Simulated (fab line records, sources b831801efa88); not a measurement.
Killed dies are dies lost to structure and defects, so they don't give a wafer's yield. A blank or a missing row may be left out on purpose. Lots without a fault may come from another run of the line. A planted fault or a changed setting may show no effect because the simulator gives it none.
Chamber matching | flow gf180mcu | GF_V2_CVD_02 on pecvd-01: 3 sister chambers
The step deposits SiO2 from TEOS, target thk 850 nm, time 94.851 s. 6 wafers are shown with their chamber, then 7 later ones without.

WAFERS WITH THEIR CHAMBER
wafer  | chamber | heater_power_w (W)
L078.4 | 0       | 724
L080.5 | 1       | 781
L081.2 | 0       | 842
L081.5 | 2       | 682
L082.2 | 2       | 626
L082.3 | 1       | 715

WAFERS WITHOUT THEIR CHAMBER
wafer  | heater_power_w (W)
L082.4 | 744
L090.1 | 622
L090.2 | 735
L090.5 | 605
L091.1 | 894
L091.5 | 723
L091.6 | 724

WHICH CHAMBER EACH WENT THROUGH
wafer  | from the rows above          | in truth
L082.4 | can't be placed: 1 or 0 or 2 | 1
L090.1 | can't be placed: 2 or 1      | 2
L090.2 | can't be placed: 1 or 0 or 2 | 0
L090.5 | can't be placed: 2 or 1      | 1
L091.1 | can't be placed: 0 or 1      | 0
L091.5 | can't be placed: 1 or 0 or 2 | 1
L091.6 | can't be placed: 1 or 0 or 2 | 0
Placed correctly: 0 of 7. Can't be placed from these rows: 7 (the true chamber is among the candidates in 7). Placed wrongly: 0.
How it was worked out, from the rows above alone: a wafer's distance from a chamber is the root of the sum, over the readings, of the square of ((its reading less the chamber's mean) divided by the reading's scatter). The wafer belongs to the nearest chamber; if the next one is less than 2 further off, it can't be placed. A chamber's mean is the mean of its shown wafers. The scatter: the root of (the sum of the squares of (reading less its chamber's mean) over the shown wafers, divided by (wafers less chambers)).
